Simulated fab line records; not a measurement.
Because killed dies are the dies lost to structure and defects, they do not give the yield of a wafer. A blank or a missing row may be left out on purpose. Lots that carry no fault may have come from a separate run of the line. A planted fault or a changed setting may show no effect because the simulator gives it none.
Which tool is to blame? || flow gf180mcu || 12 lots, 36 wafers sampled, at 4 steps of a route of 602

== WHAT THE GAUGES READ, wafer by wafer ==
GF_CONTACT_THK_MEAS_03. Usual: CONTACT_CVD_02_THK 856 nm, standard deviation 11.
{"lot": "L979", "measured": "day 15 09:06", "on": "film_metro-03", "CONTACT_CVD_02_THK (nm)": "857 865 864", "flag": ""}
{"lot": "L982", "measured": "day 16 11:25", "on": "film_metro-01", "CONTACT_CVD_02_THK (nm)": "859 862 864", "flag": ""}
{"lot": "L987", "measured": "day 18 05:44", "on": "film_metro-01", "CONTACT_CVD_02_THK (nm)": "852 862 847", "flag": ""}
{"lot": "L986", "measured": "day 18 09:40", "on": "film_metro-04", "CONTACT_CVD_02_THK (nm)": "873 897 899", "flag": "OFF"}
{"lot": "L990", "measured": "day 19 20:11", "on": "film_metro-01", "CONTACT_CVD_02_THK (nm)": "892 899 898", "flag": "OFF"}
{"lot": "L991", "measured": "day 20 04:34", "on": "film_metro-01", "CONTACT_CVD_02_THK (nm)": "848 871 854", "flag": ""}
{"lot": "L995", "measured": "day 21 06:52", "on": "film_metro-04", "CONTACT_CVD_02_THK (nm)": "840 856 847", "flag": ""}
{"lot": "L996", "measured": "day 21 18:04", "on": "film_metro-04", "CONTACT_CVD_02_THK (nm)": "837 843 846", "flag": ""}
{"lot": "L997", "measured": "day 21 20:07", "on": "film_metro-01", "CONTACT_CVD_02_THK (nm)": "852 843 859", "flag": ""}
{"lot": "L999", "measured": "day 22 15:56", "on": "film_metro-04", "CONTACT_CVD_02_THK (nm)": "853 864 874", "flag": ""}
{"lot": "L100", "measured": "day 22 21:17", "on": "film_metro-01", "CONTACT_CVD_02_THK (nm)": "847 865 861", "flag": ""}
{"lot": "L101", "measured": "day 23 06:10", "on": "film_metro-01", "CONTACT_CVD_02_THK (nm)": "842 861 873", "flag": ""}

GF_CONTACT_THK_MEAS_26: measures by xrf. Usual: CONTACT_W_THK 303 nm, standard deviation 3.9.
{"lot": "L979", "measured": "day 16 07:59", "on": "film_metro-04", "CONTACT_W_THK (nm)": "302 304 304", "flag": ""}
{"lot": "L982", "measured": "day 17 11:14", "on": "film_metro-04", "CONTACT_W_THK (nm)": "300 304 305", "flag": ""}
{"lot": "L987", "measured": "day 19 06:20", "on": "film_metro-01", "CONTACT_W_THK (nm)": "303 305 305", "flag": ""}
{"lot": "L986", "measured": "day 19 11:35", "on": "film_metro-04", "CONTACT_W_THK (nm)": "309 305 310", "flag": ""}
{"lot": "L990", "measured": "day 20 21:59", "on": "film_metro-04", "CONTACT_W_THK (nm)": "301 296 300", "flag": ""}
{"lot": "L991", "measured": "day 21 05:51", "on": "film_metro-04", "CONTACT_W_THK (nm)": "304 300 303", "flag": ""}
{"lot": "L995", "measured": "day 22 07:59", "on": "film_metro-04", "CONTACT_W_THK (nm)": "292 298 299", "flag": ""}
{"lot": "L996", "measured": "day 22 17:58", "on": "film_metro-04", "CONTACT_W_THK (nm)": "298 299 301", "flag": ""}
{"lot": "L997", "measured": "day 22 20:43", "on": "film_metro-04", "CONTACT_W_THK (nm)": "298 295 303", "flag": ""}
{"lot": "L999", "measured": "day 23 15:47", "on": "film_metro-04", "CONTACT_W_THK (nm)": "300 302 304", "flag": ""}
{"lot": "L100", "measured": "day 23 21:18", "on": "film_metro-03", "CONTACT_W_THK (nm)": "307 303 303", "flag": ""}
{"lot": "L101", "measured": "day 24 05:59", "on": "film_metro-03", "CONTACT_W_THK (nm)": "302 301 302", "flag": ""}

== WHAT TOOL EACH LOT RAN ON (gives the tool, then ch and the chambers of the sampled wafers, and finally the start) ==
{"lot": "L979", "GF_CONTACT_CVD_02": "pecvd-01 ch 0,1, day 15 09:01", "GF_CONTACT_CMP_04": "cmp-02 ch 2,3, day 15 09:08"}
{"lot": "L982", "GF_CONTACT_CVD_02": "pecvd-02 ch 1,2, day 16 11:20", "GF_CONTACT_CMP_04": "cmp-01 ch 0,1,3, day 16 11:31"}
{"lot": "L987", "GF_CONTACT_CVD_02": "pecvd-03 ch 0,1,2, day 18 05:40", "GF_CONTACT_CMP_04": "cmp-02 ch 0,2,3, day 18 05:57"}
{"lot": "L986", "GF_CONTACT_CVD_02": "pecvd-01 ch 1,2, day 18 09:35", "GF_CONTACT_CMP_04": "cmp-02 ch 0,3, day 18 09:46"}
{"lot": "L990", "GF_CONTACT_CVD_02": "pecvd-01 ch 1,2, day 19 20:06", "GF_CONTACT_CMP_04": "cmp-01 ch 2,3, day 19 20:17"}
{"lot": "L991", "GF_CONTACT_CVD_02": "pecvd-02 ch 1,2, day 20 04:28", "GF_CONTACT_CMP_04": "cmp-02 ch 1,2,3, day 20 04:37"}
{"lot": "L995", "GF_CONTACT_CVD_02": "pecvd-03 ch 0,1,2, day 21 06:47", "GF_CONTACT_CMP_04": "cmp-02 ch 0,2,3, day 21 06:58"}
{"lot": "L996", "GF_CONTACT_CVD_02": "pecvd-03 ch 1,2, day 21 17:59", "GF_CONTACT_CMP_04": "cmp-02 ch 0,3, day 21 18:07"}
{"lot": "L997", "GF_CONTACT_CVD_02": "pecvd-02 ch 0,1,2, day 21 20:03", "GF_CONTACT_CMP_04": "cmp-02 ch 1,2,3, day 21 20:11"}
{"lot": "L999", "GF_CONTACT_CVD_02": "pecvd-01 ch 0,1, day 22 15:52", "GF_CONTACT_CMP_04": "cmp-02 ch 0,2, day 22 16:02"}
{"lot": "L100", "GF_CONTACT_CVD_02": "pecvd-03 ch 1,2, day 22 21:12", "GF_CONTACT_CMP_04": "cmp-02 ch 0,2,3, day 22 21:23"}
{"lot": "L101", "GF_CONTACT_CVD_02": "pecvd-01 ch 0,1,2, day 23 06:05", "GF_CONTACT_CMP_04": "cmp-01 ch 0,3, day 23 06:13"}
- GF_CONTACT_CVD_02: deposits SiO2 from TEOS, target thk 860 nm, time 95.992 s.
- GF_CONTACT_CMP_04: polishes SiO2.

== WHAT THE TOOLS THEMSELVES READ (means of the sampled wafers that have a number; where no wafer has one, the mark that the record gives instead) ==
GF_CONTACT_CVD_02. Usual: 739 W for heater_power_w, sd 140.
{"lot": "L979", "tool": "pecvd-01", "heater_power_w (W)": 698, "flag": ""}
{"lot": "L982", "tool": "pecvd-02", "heater_power_w (W)": 694, "flag": ""}
{"lot": "L987", "tool": "pecvd-03", "heater_power_w (W)": 708, "flag": ""}
{"lot": "L986", "tool": "pecvd-01", "heater_power_w (W)": 759, "flag": ""}
{"lot": "L990", "tool": "pecvd-01", "heater_power_w (W)": 741, "flag": ""}
{"lot": "L991", "tool": "pecvd-02", "heater_power_w (W)": 701, "flag": ""}
{"lot": "L995", "tool": "pecvd-03", "heater_power_w (W)": 634, "flag": ""}
{"lot": "L996", "tool": "pecvd-03", "heater_power_w (W)": 898, "flag": ""}
{"lot": "L997", "tool": "pecvd-02", "heater_power_w (W)": 705, "flag": ""}
{"lot": "L999", "tool": "pecvd-01", "heater_power_w (W)": 741, "flag": ""}
{"lot": "L100", "tool": "pecvd-03", "heater_power_w (W)": 615, "flag": ""}
{"lot": "L101", "tool": "pecvd-01", "heater_power_w (W)": 791, "flag": ""}

GF_CONTACT_CMP_04. Usual: motor_current_A 13.1 A, standard deviation 0.96; time_to_endpoint_s 108 s, standard deviation 4.8.
{"lot": "L979", "tool": "cmp-02", "motor_current_A (A)": 13.8, "time_to_endpoint_s (s)": 109, "flag": ""}
{"lot": "L982", "tool": "cmp-01", "motor_current_A (A)": 12.1, "time_to_endpoint_s (s)": 108, "flag": ""}
{"lot": "L987", "tool": "cmp-02", "motor_current_A (A)": 13.5, "time_to_endpoint_s (s)": 107, "flag": ""}
{"lot": "L986", "tool": "cmp-02", "motor_current_A (A)": 13.6, "time_to_endpoint_s (s)": 121, "flag": ""}
{"lot": "L990", "tool": "cmp-01", "motor_current_A (A)": 12.3, "time_to_endpoint_s (s)": 122, "flag": ""}
{"lot": "L991", "tool": "cmp-02", "motor_current_A (A)": 13.2, "time_to_endpoint_s (s)": 109, "flag": ""}
{"lot": "L995", "tool": "cmp-02", "motor_current_A (A)": 13.3, "time_to_endpoint_s (s)": 106, "flag": ""}
{"lot": "L996", "tool": "cmp-02", "motor_current_A (A)": 13.4, "time_to_endpoint_s (s)": 99, "flag": ""}
{"lot": "L997", "tool": "cmp-02", "motor_current_A (A)": 13.3, "time_to_endpoint_s (s)": 107, "flag": ""}
{"lot": "L999", "tool": "cmp-02", "motor_current_A (A)": 13.7, "time_to_endpoint_s (s)": 112, "flag": ""}
{"lot": "L100", "tool": "cmp-02", "motor_current_A (A)": 13.2, "time_to_endpoint_s (s)": 109, "flag": ""}
{"lot": "L101", "tool": "cmp-01", "motor_current_A (A)": 12.4, "time_to_endpoint_s (s)": 109, "flag": ""}

== THE ANSWER, worked out from the rows above alone ==
Rule: take the mean of a lot's wafers that have a number; if it is more than 3 standard deviations from the usual mean, the lot is off. A lot without any number at a reading at which 4 lots or more have one is off too. Any other lot the step has rows for is counted as sound. Order of review: gauges by route order, followed by the tools' own readings, for which a lot's mean as printed above is used. At the first step where some lot is off, the reading lying furthest off is the one used; lots without a number count as furthest.
Off: at GF_CONTACT_THK_MEAS_03 (CONTACT_CVD_02_THK), L986, L990.
If a tool, at a process step before that reading, ran all the lots that are off and no sound lot after the first of them, it fits. Gauges at GF_CONTACT_THK_MEAS_03: tried the same way as those tools. None of those tried fits.

== WHAT THE SIMULATOR HAD INSERTED ==
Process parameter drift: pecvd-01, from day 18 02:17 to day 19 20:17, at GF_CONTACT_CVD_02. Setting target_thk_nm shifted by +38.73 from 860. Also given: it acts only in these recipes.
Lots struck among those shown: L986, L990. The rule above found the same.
